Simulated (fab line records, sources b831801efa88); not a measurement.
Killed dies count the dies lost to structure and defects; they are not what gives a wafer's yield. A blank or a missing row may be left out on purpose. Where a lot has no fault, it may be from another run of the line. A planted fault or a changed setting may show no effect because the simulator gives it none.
Chamber matching | flow sky130 | 4 sister chambers for SKY_VIA1_CMP_02 on cmp-01
The step polishes SiO2. 8 wafers are shown with their chamber, then 7 later ones without.

EACH WAFER AND ITS CHAMBER
wafer  | chamber | motorCurrentA (A) | platenRpm (rpm)
L708.1 | 1       | 13.8              | 60.06
L709.1 | 3       | 10.6              | 59.94
L709.2 | 2       | 12.3              | 60.02
L709.4 | 1       | 13.9              | 60.02
L710.4 | 3       | 11.4              | 60.00
L710.6 | 0       | 12.1              | 59.96
L711.2 | 2       | 13.0              | 59.97
L711.4 | 0       | 11.9              | 59.99

WAFERS MISSING THEIR CHAMBER
wafer  | motorCurrentA (A) | platenRpm (rpm)
L711.5 | 11.9              | 60.01
L712.1 | 12.9              | 59.98
L712.3 | 11.8              | 60.00
L712.4 | 11.0              | 60.05
L716.1 | 11.8              | 59.99
L716.3 | 13.3              | 59.99
L716.6 | 12.1              | 59.99

WHICH CHAMBER EACH WENT THROUGH
wafer  | from the rows above          | in truth
L711.5 | can't be placed: 0 or 2 or 3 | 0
L712.1 | can't be placed: 2 or 0      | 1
L712.3 | can't be placed: 0 or 2 or 3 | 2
L712.4 | can't be placed: 3 or 0      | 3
L716.1 | can't be placed: 0 or 3 or 2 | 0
L716.3 | can't be placed: 2 or 1 or 0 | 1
L716.6 | can't be placed: 0 or 2      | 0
0 of 7 placed correctly. Unplaceable from these rows: 7, with the true chamber sitting among the candidates in 6. 0 placed wrongly.
How it was worked out, from the rows above alone: a wafer's distance from a chamber is the root of the sum, over the readings, of the square of ((its reading less the chamber's mean) divided by the reading's scatter). If the next closest chamber is less than 2 further off than the closest, the wafer can't be placed; otherwise it belongs to the closest. For every chamber, the mean is computed from those of its wafers that are shown. How the scatter is found: for the shown wafers, subtract from each reading the mean of its chamber, square and add these, divide the total by (wafers less chambers), then take the root.
